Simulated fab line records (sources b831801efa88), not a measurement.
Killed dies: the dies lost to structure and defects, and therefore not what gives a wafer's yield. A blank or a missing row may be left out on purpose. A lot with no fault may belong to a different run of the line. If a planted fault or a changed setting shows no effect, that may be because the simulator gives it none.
Struck lot and sound lot, side by side ; flow sky130 ; 17 steps out of a route of 708
Sound: the wafers L233.1, L233.3, L233.6. Struck: wafers L240.1, L240.5, L240.6. The cause is given at the end.
At each step with rows: each side's tool, then ch and its chambers, then its first start. Under that, the readings that differ: sound wafers ; struck wafers ; difference of the means ; sigmas: that difference in standard deviations of wafers without a fault.
alike: readings with means less than 2 such deviations apart, plus words and numbers identical on both sides. not compared: withheld readings, readings lacking a value on some wafer, bounds such as >300 that could conceal the same value, and numbers that have no deviation in the record and whose values overlap.
The two part at a step that has a row with sigmas, a row that says differs or no value, or rows on one side only. Numbers that have no deviation but don't overlap get no sigmas and don't part them. A reading that every wafer of one side lacks parts them only if that side has two wafers or more.

SKY_VT_ADJUST_LVTN_OVL_MEAS_07:
  sound on overlay-01 at day 7 21:05; struck on overlay-01 at day 10 00:43
  alike: VT_ADJUST_LVTN_OVL
next, for these wafers, 1 step has no rows: SKY_VT_ADJUST_LVTN_IMPLANT_08.
SKY_VT_ADJUST_LVTN_STRIP_09: strips in O2/N2.
  sound on plasma asher-02 ch 0,1, day 7 21:16; struck on plasma asher-02 ch 0,1, day 10 00:54
  alike: drypump motor current A, oes product au, strip time to endpoint s
  not compared: rf hours counter h
SKY_VT_ADJUST_LVTN_TW_MEAS_10:
  sound on film metro-02 at day 7 21:22; struck on film metro-02 at day 10 01:00
  alike: VT_ADJUST_LVTN_TW
then, 7 steps without rows for these wafers: SKY_VT_ADJUST_LVTN_DEHYDRATE_11 (time 60 s); SKY_VT_ADJUST_LVTN_HMDS_12 (prime time 61.03 s); SKY_VT_ADJUST_LVTN_COAT_13 (resist thk 1140 nm); SKY_VT_ADJUST_LVTN_SOFTBAKE_14 (time 60 s); SKY_VT_ADJUST_LVTN_EXPOSE_15 (exposes mask HVN STD DERIVED, target cd 600 nm); SKY_VT_ADJUST_LVTN_PEB_16; SKY_VT_ADJUST_LVTN_DEVELOP_17 (develop time 60 s).
SKY_VT_ADJUST_LVTN_OVL_MEAS_18:
  sound on overlay-02 at day 8 17:41; struck on overlay-02 at day 10 22:35
  alike: VT_ADJUST_LVTN_01_OVL
SKY_VT_ADJUST_LVTN_IMPLANT_19:
  sound on implanter-02 ch 0, day 8 17:43; struck on implanter-01 ch 0, day 10 22:56
  alike: dose ions cm2, end station pressure torr
SKY_VT_ADJUST_LVTN_STRIP_20: strips in O2/N2.
  sound on plasma asher-03 ch 0,1, day 8 17:52; struck on plasma asher-03 ch 0,1, day 10 23:05
  alike: drypump motor current A, oes product au, strip time to endpoint s
  not compared: rf hours counter h
SKY_VT_ADJUST_LVTN_TW_MEAS_21:
  sound on film metro-02 at day 8 17:58; struck on film metro-03 at day 10 23:11
reading;sound;struck;difference;sigmas
VT_ADJUST_LVTN_2_TW;190.8 189.7 190.3;227.7 227.3 226.8;+37.0;+28
then, 1 step without rows for these wafers: SKY_VT_ADJUST_NCORE_DEHYDRATE_00 (time 60 s).
-- here the record skips 38 days between the struck wafers' starts before and after, leaving off in module VT_ADJUST_NCORE and picking up in module PAD_OPEN (first step shown: number 708 of the route) --
SKY_PAD_OPEN_PROBE_99:
  sound on prober-02 at day 46 22:41; struck on prober-02 at day 48 14:51
reading;sound;struck;difference;sigmas
model.etest.res pwell under gate.rs ohm sq;2257 2267 2253;2168 2170 2169;-90;
model.etest.nfet g5v0d10v5.r on ohm um;1898 1919 1904;1946 1922 1951;+33;
model.etest.tip_n_5v.rs ohm sq;1374 1379 1399;1437 1441 1436;+54;
model.etest.nfet g5v0d10v5.drive ua um;598.9 586.9 592.5;568.8 578.1 568.1;-21.1;
model.etest.nfet_16v.drive ua um;220.8 213.6 217.4;209.1 210.2 205.4;-9.0;
model.etest.pfet_16v.drive ua um;251.1 244.4 248.1;254.7 254.3 252.6;+6.0;
  alike: killed_at_M0_to_M3, killed_at_M4_up, killed at contacts, killed at front end, killed at other, killed dies, killed open, killed short
  not compared: model.etest.pfet_16v.r on ohm um, model.etest.nfet_16v.r on ohm um

## WHERE THEY PART
At SKY_VT_ADJUST_LVTN_TW_MEAS_21 and nowhere else, as far as this record goes. Later steps at which nothing parts them and some readings are alike: SKY_PAD_OPEN_PROBE_99.

WHY: whatever the simulator had introduced
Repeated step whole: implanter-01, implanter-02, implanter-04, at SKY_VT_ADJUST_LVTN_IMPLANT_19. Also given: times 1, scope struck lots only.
